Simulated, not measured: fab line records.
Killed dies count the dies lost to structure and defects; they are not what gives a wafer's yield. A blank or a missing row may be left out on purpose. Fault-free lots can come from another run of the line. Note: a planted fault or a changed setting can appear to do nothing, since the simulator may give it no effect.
Chamber matching ; flow sky130 ; SKY_FIELD_ISO_ETCH_17 on rie_si-01: 4 sister chambers
The step etches Si in HBr/Cl2/O2, target depth 342 nm, time 97.7 s. 4 wafers are shown with their chamber, then 11 later ones without.

== WAFERS PAIRED WITH THEIR CHAMBERS ==
wafer;chamber;drypump_motor_current_A (A)
L086.1;3;5.8
L086.2;0;5.8
L086.5;1;6.2
L088.2;2;5.2

== WAFERS WHOSE CHAMBER IS MISSING ==
wafer;drypump_motor_current_A (A)
L088.3;6.2
L088.5;6.2
L089.1;5.8
L089.2;5.8
L089.3;5.2
L092.2;6.2
L092.4;5.3
L092.6;6.3
L097.1;5.8
L097.2;6.2
L097.6;5.2

== WHICH CHAMBER EACH ONE RAN IN ==
wafer;from the rows above;in truth
L088.3;1;1
L088.5;1;1
L089.1;can't be placed: 0 or 3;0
L089.2;can't be placed: 0 or 3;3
L089.3;2;2
L092.2;1;1
L092.4;2;2
L092.6;1;1
L097.1;can't be placed: 0 or 3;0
L097.2;1;1
L097.6;2;2
8 of 11 placed correctly. From these rows, 3 cannot be placed; in 3 the true chamber is one of the candidates. Placed wrongly: 0.
How it was worked out, from the rows above alone: a wafer's distance from a chamber is the root of the sum, over the readings, of the square of ((its reading less the chamber's mean) divided by the reading's scatter). The wafer belongs to the nearest chamber; if the next one is less than 2 further off, it can't be placed. A chamber's mean is the mean of its shown wafers. The scatter: root of mean squared gap, hidden wafer to nearest shown wafer, with one shown wafer a chamber.
